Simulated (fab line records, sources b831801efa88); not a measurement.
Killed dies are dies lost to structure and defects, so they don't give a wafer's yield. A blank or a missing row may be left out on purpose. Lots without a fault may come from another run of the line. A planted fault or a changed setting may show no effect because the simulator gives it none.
A sampling plan put to the test | flow gf180mcu | one fab line, 65 faults that these records tell of, each judged on the records of the lots that it struck
The plan is the line's own looks: the steps of the route at which a gauge or an inspection reads the wafer and doesn't change it. A look can be judged if struck wafers have a number there and the file gives its usual mean and standard deviation on fault-free wafers. Caught: at a look after the fault's first step, the mean of the struck wafers lies 4 or more of those standard deviations (sigma) from the usual mean. On the tool: the same test on the tool's own readings at the fault's steps. Another recipe on the struck wafers, or a record that is blank for them alone, also counts as caught.

THE FAULTS, as the simulator had put them in
1. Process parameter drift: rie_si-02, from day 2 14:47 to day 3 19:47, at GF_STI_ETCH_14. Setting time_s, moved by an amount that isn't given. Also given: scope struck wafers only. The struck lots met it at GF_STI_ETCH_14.
2. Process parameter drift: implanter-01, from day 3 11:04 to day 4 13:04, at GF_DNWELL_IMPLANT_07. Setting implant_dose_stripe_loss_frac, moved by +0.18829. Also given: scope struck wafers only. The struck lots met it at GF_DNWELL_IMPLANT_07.
3. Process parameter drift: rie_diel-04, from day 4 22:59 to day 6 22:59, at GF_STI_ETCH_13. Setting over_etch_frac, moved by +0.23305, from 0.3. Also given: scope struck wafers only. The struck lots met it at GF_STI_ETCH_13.
4. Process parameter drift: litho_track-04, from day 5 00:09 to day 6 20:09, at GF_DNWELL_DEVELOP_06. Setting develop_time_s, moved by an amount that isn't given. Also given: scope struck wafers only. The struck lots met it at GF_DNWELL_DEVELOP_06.
5. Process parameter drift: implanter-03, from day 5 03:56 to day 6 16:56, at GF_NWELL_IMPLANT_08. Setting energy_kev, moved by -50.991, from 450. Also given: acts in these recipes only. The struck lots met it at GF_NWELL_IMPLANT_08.
6. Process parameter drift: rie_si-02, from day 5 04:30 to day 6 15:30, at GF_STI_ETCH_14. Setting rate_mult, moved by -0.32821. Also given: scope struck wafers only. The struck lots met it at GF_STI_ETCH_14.
7. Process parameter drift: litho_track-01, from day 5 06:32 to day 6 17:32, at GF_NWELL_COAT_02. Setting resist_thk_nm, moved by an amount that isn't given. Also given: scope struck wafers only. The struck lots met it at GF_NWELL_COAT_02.
8. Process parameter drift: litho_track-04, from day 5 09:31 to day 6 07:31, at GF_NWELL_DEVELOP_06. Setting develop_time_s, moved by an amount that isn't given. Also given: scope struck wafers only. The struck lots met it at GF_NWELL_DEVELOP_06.
9. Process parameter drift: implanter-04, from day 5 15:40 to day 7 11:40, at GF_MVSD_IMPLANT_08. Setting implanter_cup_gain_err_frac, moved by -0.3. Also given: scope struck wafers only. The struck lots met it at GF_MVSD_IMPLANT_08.
10. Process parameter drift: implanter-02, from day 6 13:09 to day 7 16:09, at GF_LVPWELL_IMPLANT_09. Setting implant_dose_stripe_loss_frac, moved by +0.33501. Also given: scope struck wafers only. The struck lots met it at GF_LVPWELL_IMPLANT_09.
11. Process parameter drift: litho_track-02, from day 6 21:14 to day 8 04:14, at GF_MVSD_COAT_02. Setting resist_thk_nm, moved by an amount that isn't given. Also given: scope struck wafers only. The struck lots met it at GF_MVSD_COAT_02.
12. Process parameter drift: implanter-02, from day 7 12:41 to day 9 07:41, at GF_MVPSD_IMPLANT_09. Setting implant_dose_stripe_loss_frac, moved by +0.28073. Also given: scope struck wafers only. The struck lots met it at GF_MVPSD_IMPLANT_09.
13. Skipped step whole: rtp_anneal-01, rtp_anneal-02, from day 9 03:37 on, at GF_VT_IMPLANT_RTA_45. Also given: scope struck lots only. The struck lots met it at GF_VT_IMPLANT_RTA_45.
14. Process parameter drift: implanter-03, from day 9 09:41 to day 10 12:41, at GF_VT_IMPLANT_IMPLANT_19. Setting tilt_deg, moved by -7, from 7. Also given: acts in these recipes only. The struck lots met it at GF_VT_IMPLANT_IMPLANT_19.
15. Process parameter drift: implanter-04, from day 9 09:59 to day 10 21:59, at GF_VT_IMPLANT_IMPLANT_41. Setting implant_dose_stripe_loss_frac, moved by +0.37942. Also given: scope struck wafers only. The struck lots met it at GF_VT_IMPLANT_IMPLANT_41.
16. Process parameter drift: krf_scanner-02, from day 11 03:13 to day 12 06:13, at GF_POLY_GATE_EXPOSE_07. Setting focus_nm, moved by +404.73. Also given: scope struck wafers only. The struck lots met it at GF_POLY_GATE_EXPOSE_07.
17. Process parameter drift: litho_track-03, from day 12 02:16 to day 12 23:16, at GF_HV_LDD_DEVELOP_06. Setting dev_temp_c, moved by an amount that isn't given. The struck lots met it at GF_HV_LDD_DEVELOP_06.
18. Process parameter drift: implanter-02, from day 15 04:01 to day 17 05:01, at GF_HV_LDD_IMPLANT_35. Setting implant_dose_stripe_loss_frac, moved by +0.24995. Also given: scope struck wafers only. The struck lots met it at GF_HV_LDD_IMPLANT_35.
19. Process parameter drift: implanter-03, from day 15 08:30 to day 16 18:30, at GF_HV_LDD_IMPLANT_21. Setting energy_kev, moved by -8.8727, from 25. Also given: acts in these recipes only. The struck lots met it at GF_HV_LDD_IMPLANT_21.
20. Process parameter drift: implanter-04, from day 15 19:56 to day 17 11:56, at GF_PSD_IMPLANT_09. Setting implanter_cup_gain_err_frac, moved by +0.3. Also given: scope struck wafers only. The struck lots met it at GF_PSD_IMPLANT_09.
21. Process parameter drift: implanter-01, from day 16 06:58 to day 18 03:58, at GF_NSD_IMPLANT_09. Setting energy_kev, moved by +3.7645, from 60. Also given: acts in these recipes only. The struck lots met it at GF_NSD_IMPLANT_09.
22. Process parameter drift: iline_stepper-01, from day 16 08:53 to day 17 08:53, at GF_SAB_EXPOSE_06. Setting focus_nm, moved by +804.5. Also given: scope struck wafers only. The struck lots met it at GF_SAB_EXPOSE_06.
23. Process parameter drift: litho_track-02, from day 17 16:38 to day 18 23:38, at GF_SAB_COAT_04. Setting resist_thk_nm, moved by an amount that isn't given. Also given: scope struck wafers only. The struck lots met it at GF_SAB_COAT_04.
24. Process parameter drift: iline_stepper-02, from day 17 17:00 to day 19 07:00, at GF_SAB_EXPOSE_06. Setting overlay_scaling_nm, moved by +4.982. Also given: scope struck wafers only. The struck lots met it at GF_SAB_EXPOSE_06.
25. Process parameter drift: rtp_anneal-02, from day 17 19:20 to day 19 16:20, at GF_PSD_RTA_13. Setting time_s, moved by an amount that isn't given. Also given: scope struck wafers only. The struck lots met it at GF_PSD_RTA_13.
26. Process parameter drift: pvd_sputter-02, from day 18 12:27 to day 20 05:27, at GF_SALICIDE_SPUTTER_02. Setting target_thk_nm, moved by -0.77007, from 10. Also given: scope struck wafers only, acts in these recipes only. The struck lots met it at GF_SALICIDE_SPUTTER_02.
27. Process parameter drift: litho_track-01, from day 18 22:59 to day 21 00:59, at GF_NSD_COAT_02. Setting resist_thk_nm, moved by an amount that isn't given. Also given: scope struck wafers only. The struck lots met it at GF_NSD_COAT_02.
28. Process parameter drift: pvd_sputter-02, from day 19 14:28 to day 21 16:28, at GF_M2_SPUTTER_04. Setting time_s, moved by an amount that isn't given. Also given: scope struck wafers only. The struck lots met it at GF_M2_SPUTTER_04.
29. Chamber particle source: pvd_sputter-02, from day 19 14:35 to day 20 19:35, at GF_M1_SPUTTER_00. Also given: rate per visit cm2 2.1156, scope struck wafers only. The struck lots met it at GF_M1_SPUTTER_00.
30. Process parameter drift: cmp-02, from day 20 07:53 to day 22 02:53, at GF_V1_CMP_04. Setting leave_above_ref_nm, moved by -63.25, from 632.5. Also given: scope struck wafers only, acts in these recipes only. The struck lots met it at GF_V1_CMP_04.
31. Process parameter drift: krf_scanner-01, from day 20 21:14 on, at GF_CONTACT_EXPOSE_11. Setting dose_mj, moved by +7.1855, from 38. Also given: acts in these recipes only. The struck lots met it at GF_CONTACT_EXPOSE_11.
32. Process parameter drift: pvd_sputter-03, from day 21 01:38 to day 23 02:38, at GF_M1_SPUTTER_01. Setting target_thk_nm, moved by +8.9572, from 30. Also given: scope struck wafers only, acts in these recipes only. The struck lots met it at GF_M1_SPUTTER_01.
33. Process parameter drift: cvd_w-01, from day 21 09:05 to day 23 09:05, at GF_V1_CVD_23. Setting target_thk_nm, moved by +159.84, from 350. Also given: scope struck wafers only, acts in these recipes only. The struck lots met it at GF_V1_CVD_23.
34. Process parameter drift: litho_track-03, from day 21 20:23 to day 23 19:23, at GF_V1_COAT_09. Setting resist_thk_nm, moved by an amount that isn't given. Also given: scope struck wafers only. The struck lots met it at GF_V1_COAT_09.
35. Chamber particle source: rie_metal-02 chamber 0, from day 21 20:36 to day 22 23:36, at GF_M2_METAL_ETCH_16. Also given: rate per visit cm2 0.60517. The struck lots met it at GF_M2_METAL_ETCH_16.
36. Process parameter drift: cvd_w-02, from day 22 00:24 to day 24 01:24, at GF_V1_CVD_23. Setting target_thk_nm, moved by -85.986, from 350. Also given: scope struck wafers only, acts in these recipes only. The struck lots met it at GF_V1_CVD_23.
37. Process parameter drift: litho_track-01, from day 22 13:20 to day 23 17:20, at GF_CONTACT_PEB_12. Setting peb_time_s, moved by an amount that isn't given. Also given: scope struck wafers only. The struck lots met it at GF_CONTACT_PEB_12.
38. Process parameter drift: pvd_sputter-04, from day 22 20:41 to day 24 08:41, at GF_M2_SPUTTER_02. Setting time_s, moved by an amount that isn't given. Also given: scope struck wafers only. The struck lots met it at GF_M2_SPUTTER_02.
39. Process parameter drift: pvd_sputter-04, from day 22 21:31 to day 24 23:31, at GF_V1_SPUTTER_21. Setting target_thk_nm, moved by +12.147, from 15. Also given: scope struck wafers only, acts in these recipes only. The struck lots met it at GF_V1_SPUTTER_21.
40. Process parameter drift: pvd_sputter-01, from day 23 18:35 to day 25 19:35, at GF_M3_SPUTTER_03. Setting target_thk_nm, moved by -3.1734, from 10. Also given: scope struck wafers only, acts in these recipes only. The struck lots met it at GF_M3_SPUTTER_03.
41. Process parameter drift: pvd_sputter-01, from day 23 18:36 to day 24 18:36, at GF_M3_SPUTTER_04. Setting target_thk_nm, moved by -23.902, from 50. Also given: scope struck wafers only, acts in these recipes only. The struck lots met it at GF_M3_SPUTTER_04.
42. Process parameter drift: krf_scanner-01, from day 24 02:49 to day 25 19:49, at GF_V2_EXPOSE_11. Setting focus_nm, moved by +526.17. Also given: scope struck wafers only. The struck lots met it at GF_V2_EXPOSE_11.
43. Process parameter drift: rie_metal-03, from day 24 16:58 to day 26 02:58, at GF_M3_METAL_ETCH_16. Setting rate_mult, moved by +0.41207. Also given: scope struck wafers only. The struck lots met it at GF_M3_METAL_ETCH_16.
44. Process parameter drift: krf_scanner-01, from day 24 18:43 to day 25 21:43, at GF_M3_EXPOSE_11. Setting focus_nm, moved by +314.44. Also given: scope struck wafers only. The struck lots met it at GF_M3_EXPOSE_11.
45. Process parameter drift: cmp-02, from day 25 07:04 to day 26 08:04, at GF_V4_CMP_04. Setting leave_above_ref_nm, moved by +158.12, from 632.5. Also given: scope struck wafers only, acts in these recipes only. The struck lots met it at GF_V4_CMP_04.
46. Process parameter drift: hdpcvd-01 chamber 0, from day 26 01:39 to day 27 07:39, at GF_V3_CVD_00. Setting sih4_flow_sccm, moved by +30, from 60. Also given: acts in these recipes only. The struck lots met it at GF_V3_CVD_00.
47. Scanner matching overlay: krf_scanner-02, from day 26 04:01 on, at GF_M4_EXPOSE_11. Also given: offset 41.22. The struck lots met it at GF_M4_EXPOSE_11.
48. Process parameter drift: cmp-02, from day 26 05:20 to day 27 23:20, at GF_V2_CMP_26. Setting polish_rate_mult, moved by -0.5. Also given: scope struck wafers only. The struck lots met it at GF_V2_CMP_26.
49. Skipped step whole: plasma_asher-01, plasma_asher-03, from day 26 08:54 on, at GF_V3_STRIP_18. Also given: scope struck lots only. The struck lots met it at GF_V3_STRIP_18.
50. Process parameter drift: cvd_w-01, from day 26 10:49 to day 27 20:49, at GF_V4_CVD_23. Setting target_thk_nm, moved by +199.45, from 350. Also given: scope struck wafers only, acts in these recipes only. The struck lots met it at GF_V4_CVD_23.
51. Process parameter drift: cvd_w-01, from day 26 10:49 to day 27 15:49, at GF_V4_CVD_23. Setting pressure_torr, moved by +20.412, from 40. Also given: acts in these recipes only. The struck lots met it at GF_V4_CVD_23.
52. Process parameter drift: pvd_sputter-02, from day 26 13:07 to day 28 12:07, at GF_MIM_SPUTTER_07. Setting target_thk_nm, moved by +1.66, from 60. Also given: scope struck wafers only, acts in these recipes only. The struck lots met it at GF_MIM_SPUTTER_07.
53. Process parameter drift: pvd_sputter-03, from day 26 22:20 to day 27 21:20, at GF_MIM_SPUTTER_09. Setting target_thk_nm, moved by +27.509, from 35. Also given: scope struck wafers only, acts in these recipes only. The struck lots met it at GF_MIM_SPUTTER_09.
54. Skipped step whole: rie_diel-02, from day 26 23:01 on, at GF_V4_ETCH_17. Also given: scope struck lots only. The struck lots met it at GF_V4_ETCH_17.
55. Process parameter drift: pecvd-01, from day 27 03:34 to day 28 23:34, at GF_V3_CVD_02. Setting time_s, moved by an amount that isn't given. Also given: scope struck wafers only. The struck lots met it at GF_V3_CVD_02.
56. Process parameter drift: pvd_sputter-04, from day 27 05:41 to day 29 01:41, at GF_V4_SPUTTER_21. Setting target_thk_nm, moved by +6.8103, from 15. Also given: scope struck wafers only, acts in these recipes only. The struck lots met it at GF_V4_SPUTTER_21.
57. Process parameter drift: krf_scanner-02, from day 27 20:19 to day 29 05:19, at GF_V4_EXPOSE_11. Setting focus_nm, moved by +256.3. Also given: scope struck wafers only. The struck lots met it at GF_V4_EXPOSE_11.
58. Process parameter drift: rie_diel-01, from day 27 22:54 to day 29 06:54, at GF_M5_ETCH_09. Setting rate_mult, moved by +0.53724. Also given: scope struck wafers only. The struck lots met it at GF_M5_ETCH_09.
59. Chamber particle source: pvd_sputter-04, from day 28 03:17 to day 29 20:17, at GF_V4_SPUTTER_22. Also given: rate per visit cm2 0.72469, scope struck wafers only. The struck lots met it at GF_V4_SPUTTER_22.
60. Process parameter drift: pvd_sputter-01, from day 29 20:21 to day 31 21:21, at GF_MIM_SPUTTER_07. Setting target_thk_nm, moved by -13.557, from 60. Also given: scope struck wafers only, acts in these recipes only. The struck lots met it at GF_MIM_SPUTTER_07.
61. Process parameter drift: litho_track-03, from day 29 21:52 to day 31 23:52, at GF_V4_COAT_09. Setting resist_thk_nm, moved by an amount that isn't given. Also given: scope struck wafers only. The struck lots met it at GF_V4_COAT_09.
62. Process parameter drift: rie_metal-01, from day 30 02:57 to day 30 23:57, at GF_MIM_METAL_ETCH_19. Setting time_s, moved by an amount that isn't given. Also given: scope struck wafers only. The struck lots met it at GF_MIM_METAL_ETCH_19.
63. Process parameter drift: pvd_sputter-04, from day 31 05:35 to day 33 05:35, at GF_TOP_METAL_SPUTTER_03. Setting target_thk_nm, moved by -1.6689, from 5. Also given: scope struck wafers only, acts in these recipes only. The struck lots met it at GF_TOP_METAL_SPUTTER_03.
64. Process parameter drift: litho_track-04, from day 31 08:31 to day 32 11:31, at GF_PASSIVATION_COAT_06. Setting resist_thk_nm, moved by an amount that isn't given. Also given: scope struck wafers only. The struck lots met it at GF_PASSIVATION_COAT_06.
65. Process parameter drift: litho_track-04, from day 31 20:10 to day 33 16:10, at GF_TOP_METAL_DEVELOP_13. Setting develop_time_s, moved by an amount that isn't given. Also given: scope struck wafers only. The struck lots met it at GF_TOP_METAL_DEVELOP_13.

WHAT THE PLAN SAW
fault | on the tool itself                               | first look that catches it                      | reading, sigma                                               | median hours from its first step to that look | hours from the fault's start to the first struck lot there | judged looks passed uncaught
1     | run_length_s +14 sigma                           | no look after it can be judged                  | -                                                            | -                                             | -                                                          | 0
2     | under 2 sigma                                    | none of the 5 looks that can be judged after it | -                                                            | -                                             | -                                                          | 5
3     | oes_product_au -11 sigma                         | none of the 2 looks that can be judged after it | -                                                            | -                                             | -                                                          | 2
4     | no reading that can be judged                    | none of the 5 looks that can be judged after it | -                                                            | -                                             | -                                                          | 5
5     | beam_energy_keV -99 or beyond sigma              | GF_VT_IMPLANT_RS_MEAS_47                        | NWELL_RS +8.5                                                | 113.8                                         | 119                                                        | 0
6     | oes_product_au -25 sigma                         | not the one look that can be judged after it    | -                                                            | -                                             | -                                                          | 1
7     | under 2 sigma                                    | none of the 2 looks that can be judged after it | -                                                            | -                                             | -                                                          | 2
8     | no reading that can be judged                    | not the one look that can be judged after it    | -                                                            | -                                             | -                                                          | 1
9     | beam_on_s +20 sigma                              | GF_MVSD_TW_MEAS_11                              | MVSD_TW +14                                                  | 0.4                                           | 19                                                         | 0
10    | under 2 sigma                                    | not the one look that can be judged after it    | strongest: LVPWELL_RS at GF_VT_IMPLANT_RS_MEAS_48, +3.3      | -                                             | -                                                          | 1
11    | no reading that can be judged                    | not the one look that can be judged after it    | -                                                            | -                                             | -                                                          | 1
12    | no reading that can be judged                    | none of the 5 looks that can be judged after it | -                                                            | -                                             | -                                                          | 5
13    | the tool's record is blank for the struck wafers | GF_VT_IMPLANT_RS_MEAS_46                        | MVSD_RS -99 or beyond                                        | 0.1                                           | 4                                                          | 0
14    | tilt_deg -99 or beyond sigma                     | GF_VT_IMPLANT_TW_MEAS_21                        | VT_IMPLANT_2_TW -9.4                                         | 0.2                                           | 7                                                          | 0
15    | no reading that can be judged                    | none of the 8 looks that can be judged after it | strongest: VT_IMPLANT_4_TW at GF_VT_IMPLANT_TW_MEAS_43, -2.3 | -                                             | -                                                          | 8
16    | no reading that can be judged                    | GF_POLY_GATE_CD_MEAS_10                         | cd_nm -35                                                    | 8.9                                           | 13                                                         | 0
17    | developer_temp_C +18 sigma                       | none of the 2 looks that can be judged after it | strongest: cd_nm at GF_HV_LDD_CD_MEAS_07, -3.0               | -                                             | -                                                          | 2
18    | under 2 sigma                                    | none of the 7 looks that can be judged after it | -                                                            | -                                             | -                                                          | 7
19    | beam_energy_keV -99 or beyond sigma              | GF_HV_LDD_TW_MEAS_23                            | HV_LDD_2_TW -16                                              | 0.2                                           | 18                                                         | 0
20    | faraday_current_uA +16 sigma                     | GF_PSD_TW_MEAS_11                               | PSD_TW -5.8                                                  | 0.2                                           | 2                                                          | 0
21    | beam_energy_keV +99 or beyond sigma              | GF_PSD_RS_MEAS_14                               | NSD_RS -10                                                   | 22.6                                          | 27                                                         | 0
22    | no reading that can be judged                    | GF_SAB_CD_MEAS_09                               | cd_nm -46                                                    | 10.8                                          | 11                                                         | 0
23    | under 2 sigma                                    | not the one look that can be judged after it    | -                                                            | -                                             | -                                                          | 1
24    | no reading that can be judged                    | GF_SAB_OVL_MEAS_10                              | SAB_OVL -4.2                                                 | 12.1                                          | 16                                                         | 0
25    | run_length_s +53 sigma                           | GF_PSD_RS_MEAS_14                               | NSD_RS -16                                                   | 0.1                                           | 4                                                          | 0
26    | only faintly: throttle_valve_pct -2.1 sigma      | GF_SALICIDE_RS_MEAS_04                          | SALICIDE_TIN_RS +5.2                                         | 0.1                                           | 29                                                         | 0
27    | no reading that can be judged                    | no look after it can be judged                  | -                                                            | -                                             | -                                                          | 0
28    | only faintly: throttle_valve_pct -2.3 sigma      | none of the 7 looks that can be judged after it | strongest: V2_BOW at GF_V2_BOW_MEAS_05, +2.1                 | -                                             | -                                                          | 7
29    | under 2 sigma                                    | not the one look that can be judged after it    | -                                                            | -                                             | -                                                          | 1
30    | only faintly: time_to_endpoint_s +3.8 sigma      | no look after it can be judged                  | -                                                            | -                                             | -                                                          | 0
31    | exposure_dose_mJ_cm2 +57 sigma                   | GF_CONTACT_CD_MEAS_14                           | cd_nm +20                                                    | 11.7                                          | 31                                                         | 0
32    | under 2 sigma                                    | no look after it can be judged                  | -                                                            | -                                             | -                                                          | 0
33    | under 2 sigma                                    | GF_V1_RS_MEAS_24                                | V1_W_RS -35                                                  | 0.1                                           | 4                                                          | 0
34    | no reading that can be judged                    | not the one look that can be judged after it    | -                                                            | -                                             | -                                                          | 1
35    | under 2 sigma                                    | none of the 2 looks that can be judged after it | -                                                            | -                                             | -                                                          | 2
36    | under 2 sigma                                    | GF_V1_RS_MEAS_24                                | V1_W_RS +35                                                  | 0.1                                           | 5                                                          | 0
37    | heater_power_total_W +54 sigma                   | not the one look that can be judged after it    | strongest: cd_nm at GF_CONTACT_CD_MEAS_14, -3.7              | -                                             | -                                                          | 1
38    | under 2 sigma                                    | GF_M2_RS_MEAS_05                                | M2_ALCU_RS -5.3                                              | 0.1                                           | 4                                                          | 0
39    | under 2 sigma                                    | no look after it can be judged                  | -                                                            | -                                             | -                                                          | 0
40    | under 2 sigma                                    | no look after it can be judged                  | -                                                            | -                                             | -                                                          | 0
41    | under 2 sigma                                    | none of the 2 looks that can be judged after it | strongest: M3_ALCU_THK at GF_M3_THK_MEAS_06, +3.3            | -                                             | -                                                          | 2
42    | no reading that can be judged                    | GF_V2_CD_MEAS_14                                | cd_nm +11                                                    | 10.6                                          | 27                                                         | 0
43    | under 2 sigma                                    | none of the 2 looks that can be judged after it | -                                                            | -                                             | -                                                          | 2
44    | under 2 sigma                                    | GF_M3_CD_MEAS_14                                | cd_nm -27                                                    | 10.4                                          | 20                                                         | 0
45    | time_to_endpoint_s -10 sigma                     | not the one look that can be judged after it    | -                                                            | -                                             | -                                                          | 1
46    | sih4_flow_sccm +99 or beyond sigma               | GF_V3_THK_MEAS_01                               | V3_CVD_00_THK +43                                            | 0.1                                           | 4                                                          | 0
47    | no reading that can be judged                    | GF_M4_OVL_MEAS_15                               | M4_OVL +6.5                                                  | 10.2                                          | 14                                                         | 0
48    | overpolish_run_s -99 or beyond sigma             | no look after it can be judged                  | -                                                            | -                                             | -                                                          | 0
49    | the tool's record is blank for the struck wafers | no look after it can be judged                  | -                                                            | -                                             | -                                                          | 0
50    | under 2 sigma                                    | GF_V4_RS_MEAS_24                                | V4_W_RS -29                                                  | 0.1                                           | 10                                                         | 0
51    | chamber_pressure_Torr +99 or beyond sigma        | GF_V4_RS_MEAS_24                                | V4_W_RS -14                                                  | 0.1                                           | 10                                                         | 0
52    | under 2 sigma                                    | no look after it can be judged                  | -                                                            | -                                             | -                                                          | 0
53    | under 2 sigma                                    | GF_MIM_THK_MEAS_11                              | MIM_ALCU_THK -5.4                                            | 0.2                                           | 12                                                         | 1
54    | the tool's record is blank for the struck wafers | no look after it can be judged                  | -                                                            | -                                             | -                                                          | 0
55    | run_length_s -12 sigma                           | GF_V3_THK_MEAS_03                               | V3_CVD_02_THK -6.6                                           | 0.1                                           | 1                                                          | 0
56    | under 2 sigma                                    | no look after it can be judged                  | -                                                            | -                                             | -                                                          | 0
57    | no reading that can be judged                    | not the one look that can be judged after it    | strongest: cd_nm at GF_V4_CD_MEAS_14, +3.6                   | -                                             | -                                                          | 1
58    | oes_product_au +34 sigma                         | not the one look that can be judged after it    | -                                                            | -                                             | -                                                          | 1
59    | under 2 sigma                                    | not the one look that can be judged after it    | -                                                            | -                                             | -                                                          | 1
60    | under 2 sigma                                    | no look after it can be judged                  | -                                                            | -                                             | -                                                          | 0
61    | no reading that can be judged                    | not the one look that can be judged after it    | -                                                            | -                                             | -                                                          | 1
62    | run_length_s -28 sigma                           | no look after it can be judged                  | -                                                            | -                                             | -                                                          | 0
63    | under 2 sigma                                    | no look after it can be judged                  | -                                                            | -                                             | -                                                          | 0
64    | under 2 sigma                                    | not the one look that can be judged after it    | -                                                            | -                                             | -                                                          | 1
65    | no reading that can be judged                    | none of the 2 looks that can be judged after it | strongest: cd_nm at GF_TOP_METAL_CD_MEAS_14, +3.3            | -                                             | -                                                          | 2
A dash: the fault isn't caught, or these records don't give the number.

Caught at a look: 24 of 65. Caught on the tool: 23 of 65. By one or the other: 35 of 65.
Caught on the tool alone: faults 1, 3, 6, 17, 37, 45, 48, 49, 54, 58, 62.
Caught at a look alone: faults 16, 22, 24, 26, 33, 36, 38, 42, 44, 47, 50, 53.
Caught by neither: faults 2, 4, 7, 8, 10, 11, 12, 15, 18, 23, 27, 28, 29, 30, 32, 34, 35, 39, 40, 41, 43, 52, 56, 57, 59, 60, 61, 63, 64, 65.

THINNER SAMPLING
If the look that catches a fault measured only every second or every third lot, by lot number, the first struck lot would be measured this late in the worst case:
fault | struck lots at that look, in order of time | every lot | every second lot | every third lot
5     | L477, L478, L479                           | 119 h     | 125 h            | 131 h
9     | L577, L580                                 | 19 h      | 34 h             | may miss all 2
13    | L511, L512                                 | 4 h       | 10 h             | may miss all 2
14    | L693, L694, L695                           | 7 h       | 16 h             | 22 h
16    | L369, L370                                 | 13 h      | 20 h             | may miss all 2
19    | L281, L282                                 | 18 h      | 33 h             | may miss all 2
20    | L722, L725, L726                           | 2 h       | 30 h             | may miss all 3
21    | L610, L611, L615                           | 27 h      | 32 h             | 68 h
22    | L235, L236                                 | 11 h      | 11 h             | may miss all 2
24    | L962, L963                                 | 16 h      | 22 h             | may miss all 2
25    | L341, L342, L343                           | 4 h       | 15 h             | 21 h
26    | L291, L292                                 | 29 h      | 40 h             | may miss all 2
31    | L437, L439, L440                           | 31 h      | 50 h             | may miss all 3
33    | L160, L164                                 | 4 h       | may miss all 2   | may miss all 2
36    | L941                                       | 5 h       | may miss it      | may miss it
38    | L816, L818, L819                           | 4 h       | 36 h             | may miss all 3
42    | L120, L121                                 | 27 h      | 48 h             | may miss all 2
44    | L832, L834                                 | 20 h      | may miss all 2   | may miss all 2
46    | L517, L518                                 | 4 h       | 25 h             | may miss all 2
47    | L698, L704                                 | 14 h      | may miss all 2   | may miss all 2
50    | L205, L208                                 | 10 h      | 30 h             | may miss all 2
51    | L189, L191                                 | 10 h      | may miss all 2   | may miss all 2
53    | L796, L797                                 | 12 h      | 19 h             | may miss all 2
55    | L256                                       | 1 h       | may miss it      | may miss it
Hours are from the fault's start to the first struck lot that is measured. The limit of 4 sigma was tested on all struck wafers together, so one lot alone may lie under it. Other struck lots may not be in these records.

THE LONGEST TIMED WAY FROM STEP TO LOOK
Fault 5: a median of 113.8 hours passes between GF_NWELL_IMPLANT_08 and GF_VT_IMPLANT_RS_MEAS_47. No look between them can be judged.
